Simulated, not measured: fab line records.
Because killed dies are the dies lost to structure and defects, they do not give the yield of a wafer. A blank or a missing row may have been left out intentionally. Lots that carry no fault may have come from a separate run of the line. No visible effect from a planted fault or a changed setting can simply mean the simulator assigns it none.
Which tool was responsible? + flow gf180mcu + 11 lots with 33 wafers sampled at 4 steps, on a route of 602 steps

== WHAT THE GAUGES READ, wafer by wafer ==
GF_V4_THK_MEAS_03.
| lot  | measured     | on            | V4_CVD_02_THK (nm) |
|------|--------------|---------------|--------------------|
| L994 | day 23 05:45 | film-metro-02 | 852 861 856        |
| L997 | day 24 15:14 | film-metro-02 | 858 852 861        |
| L999 | day 25 11:13 | film-metro-02 | 853 842 856        |
| L100 | day 25 22:29 | film-metro-01 | 847 856 852        |
| L101 | day 26 03:47 | film-metro-03 | 858 877 867        |
| L103 | day 27 01:47 | film-metro-01 | 849 857 858        |
| L110 | day 28 18:22 | film-metro-01 | 1204 1197 853      |
| L112 | day 29 04:38 | film-metro-03 | 843 1197 1219      |
| L114 | day 29 19:19 | film-metro-03 | 841 863 850        |
| L115 | day 30 12:56 | film-metro-01 | 834 853 844        |
| L117 | day 30 15:20 | film-metro-03 | 845 857 856        |

== EACH LOT AND THE TOOL THAT RAN IT (in order: tool; ch and the chambers of the sampled wafers; start) ==
| lot  | GF_M3_SPUTTER_03             | GF_M4_SPUTTER_04             | GF_V4_CVD_02                    |
|------|------------------------------|------------------------------|---------------------------------|
| L994 | pvd-sputter-01, day 20 03:02 | pvd-sputter-04, day 22 05:44 | pecvd-04 ch 0,2, day 23 05:41   |
| L997 | pvd-sputter-03, day 21 14:27 | pvd-sputter-01, day 23 15:42 | pecvd-03 ch 0,1,2, day 24 15:10 |
| L999 | pvd-sputter-03, day 22 13:14 | pvd-sputter-01, day 24 12:49 | pecvd-03 ch 0,1, day 25 11:08   |
| L100 | pvd-sputter-01, day 22 23:14 | pvd-sputter-01, day 25 00:26 | pecvd-01 ch 0,1, day 25 22:25   |
| L101 | pvd-sputter-01, day 23 05:27 | pvd-sputter-01, day 25 05:25 | pecvd-01 ch 0,1, day 26 03:43   |
| L103 | pvd-sputter-03, day 24 04:14 | pvd-sputter-04, day 26 04:06 | pecvd-03 ch 1,2, day 27 01:42   |
| L110 | pvd-sputter-03, day 26 02:05 | pvd-sputter-04, day 27 22:35 | pecvd-01 ch 0,1,2, day 28 18:17 |
| L112 | pvd-sputter-01, day 26 13:55 | pvd-sputter-04, day 28 08:53 | pecvd-01 ch 0,1, day 29 04:34   |
| L114 | pvd-sputter-01, day 27 04:13 | pvd-sputter-03, day 28 23:38 | pecvd-03 ch 0,2, day 29 19:14   |
| L115 | pvd-sputter-03, day 27 23:30 | pvd-sputter-01, day 29 17:16 | pecvd-04 ch 0,1,2, day 30 12:52 |
| L117 | pvd-sputter-02, day 28 02:37 | pvd-sputter-01, day 29 20:05 | pecvd-04 ch 0,1, day 30 15:15   |
- GF_M3_SPUTTER_03: material Ti, target thk 10 nm, time 6.7 s.
- GF_M4_SPUTTER_04: material TiN, target thk 50 nm, time 41.7 s.
- GF_V4_CVD_02: deposits SiO2 from TEOS, target thk 850 nm, time 94.851 s.

== WHAT THE TOOLS THEMSELVES READ (means of the sampled wafers that have a number; where no wafer has one, the mark that the record gives instead) ==
GF_M3_SPUTTER_03.
| lot  | tool           | throttle-valve-pct (%) |
|------|----------------|------------------------|
| L994 | pvd-sputter-01 | 30.0                   |
| L997 | pvd-sputter-03 | 30.1                   |
| L999 | pvd-sputter-03 | 29.9                   |
| L100 | pvd-sputter-01 | 30.2                   |
| L101 | pvd-sputter-01 | 30.9                   |
| L103 | pvd-sputter-03 | 29.8                   |
| L110 | pvd-sputter-03 | 30.3                   |
| L112 | pvd-sputter-01 | 30.2                   |
| L114 | pvd-sputter-01 | 30.5                   |
| L115 | pvd-sputter-03 | 29.4                   |
| L117 | pvd-sputter-02 | 30.0                   |

GF_M4_SPUTTER_04.
| lot  | tool           | throttle-valve-pct (%) |
|------|----------------|------------------------|
| L994 | pvd-sputter-04 | 30.8                   |
| L997 | pvd-sputter-01 | 30.0                   |
| L999 | pvd-sputter-01 | 30.1                   |
| L100 | pvd-sputter-01 | 30.9                   |
| L101 | pvd-sputter-01 | 30.5                   |
| L103 | pvd-sputter-04 | 31.0                   |
| L110 | pvd-sputter-04 | 30.5                   |
| L112 | pvd-sputter-04 | 30.5                   |
| L114 | pvd-sputter-03 | 29.6                   |
| L115 | pvd-sputter-01 | 29.2                   |
| L117 | pvd-sputter-01 | 30.9                   |

GF_V4_CVD_02.
| lot  | tool     | heater-power-w (W) |
|------|----------|--------------------|
| L994 | pecvd-04 | 602                |
| L997 | pecvd-03 | 714                |
| L999 | pecvd-03 | 655                |
| L100 | pecvd-01 | 662                |
| L101 | pecvd-01 | 631                |
| L103 | pecvd-03 | 726                |
| L110 | pecvd-01 | 635                |
| L112 | pecvd-01 | 670                |
| L114 | pecvd-03 | 643                |
| L115 | pecvd-04 | 593                |
| L117 | pecvd-04 | 562                |

== THE ANSWER, worked out from the rows above alone ==
Rule: what is usual is taken from the lots themselves. The widest of any qualifying gaps counts: lots, ordered by their means at a reading, are off when they make up no more than a third of the lots, leave a main group of 4 or more, and stand apart from it by 3 or more times the standard deviation of that group's means. A main group whose means are all the same, to the digits that the tables above print for the reading, isn't used. Also off: a lot with no number at a reading for which 4 or more lots have one. The other lots that the step has rows for count as sound. Order of review: gauges by route order, followed by the tools' own readings, for which a lot's mean as printed above is used. The first step at which some lot is off is used, and at that step the reading that is off furthest; a lot without a number counts as furthest.
Off: at GF_V4_THK_MEAS_03 (V4_CVD_02_THK), L110, L112. For the main group the mean is 854 nm and the standard deviation 6.
A tool fits if, at a process step before that reading, it ran every lot that is off, and no sound lot after the first of them. Those tools and the gauges at GF_V4_THK_MEAS_03 are tried in the same way. Undecided on this evidence; 2 tools fit (pvd-sputter-04 at GF_M4_SPUTTER_04, pecvd-01 at GF_V4_CVD_02).

== WHAT THE SIMULATOR HAD PUT IN ==
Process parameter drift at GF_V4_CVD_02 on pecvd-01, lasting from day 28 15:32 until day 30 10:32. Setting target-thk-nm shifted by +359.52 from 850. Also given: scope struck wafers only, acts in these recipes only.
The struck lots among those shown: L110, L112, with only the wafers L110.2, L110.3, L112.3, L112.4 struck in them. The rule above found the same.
